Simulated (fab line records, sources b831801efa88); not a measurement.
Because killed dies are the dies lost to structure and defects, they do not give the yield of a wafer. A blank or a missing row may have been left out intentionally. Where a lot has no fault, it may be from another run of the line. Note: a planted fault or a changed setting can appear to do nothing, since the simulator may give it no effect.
2 desks, one fault | flow sky130 | each desk holds nothing but its own numbers, with what lay behind them at the end

== FROM THE METROLOGY DESK ==
What the gauges read, lot by lot, whatever tool the lot ran on: means of the sampled wafers that have a number. Any lot whose mean is over 4 standard deviations away from the usual mean is out of limits and marked OUT; that distance is given in the brackets.
Columns: A = LDD_HVN_OVL at SKY_LDD_HVN_OVL_MEAS_07, usual 1.0 nm; B = LDD_HVN_TW at SKY_LDD_HVN_TW_MEAS_10, usual 1436; C = LDD_HVP_OVL at SKY_LDD_HVP_OVL_MEAS_07, usual 0.2 nm
lot  | first seen here | A    | B    | C
L564 | day 20 11:07    | 1.1  | 1421 | 0.2
L569 | day 22 08:25    | 0.4  | 1430 | 0.1
L572 | day 23 10:40    | -0.0 | 1446 | 0.9
L575 | day 24 08:26    | 1.9  | 1432 | 0.0
L584 | day 27 08:22    | 0.7  | 1434 | -0.8
L585 | day 27 19:16    | 1.6  | 1448 | -0.3
This desk found nothing out of limits on any of the 6 lots.

== DESK OF THE TOOL OWNER: implanter-02 ==
SKY_LDD_HVP_IMPLANT_08, tool's own readings: per-lot mean of the sampled wafers with a number, covering each lot this tool ran. Any lot whose mean is over 4 standard deviations away from the usual mean is out of limits and marked OUT; that distance is given in the brackets.
Columns: A = doseIonsCm2 at SKY_LDD_HVP_IMPLANT_08, usual 1.6994e+13
lot  | first seen here | A
L564 | day 21 18:16    | 1.7008e+13
L575 | day 25 14:20    | 1.6977e+13
L584 | day 28 12:36    | 1.7567e+13 (+32) OUT
L585 | day 28 22:53    | 1.7577e+13 (+32) OUT
This desk's finding: out of limits on L584, L585; first on L584, day 28 12:36 (doseIonsCm2 at SKY_LDD_HVP_IMPLANT_08). L564, L575: within limits.

== ALL TOGETHER ==
At day 28 12:36, on L584, L585, the tool owner's desk was in a position to raise an alarm.
At the metrology desk, nothing out of limits was observed.
The metrology desk has L584, L585 on record, within its limits.
Of the lots named, all ran SKY_LDD_HVP_IMPLANT_08 on implanter-02.

== WHAT THE SIMULATOR HAD PUT IN ==
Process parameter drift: implanter-02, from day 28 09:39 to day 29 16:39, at SKY_LDD_HVP_IMPLANT_08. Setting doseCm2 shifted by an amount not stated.
Lots struck among those shown: L584, L585.
Hours from the fault's start to each desk's first reading out of limits: the tool owner's desk, 3.
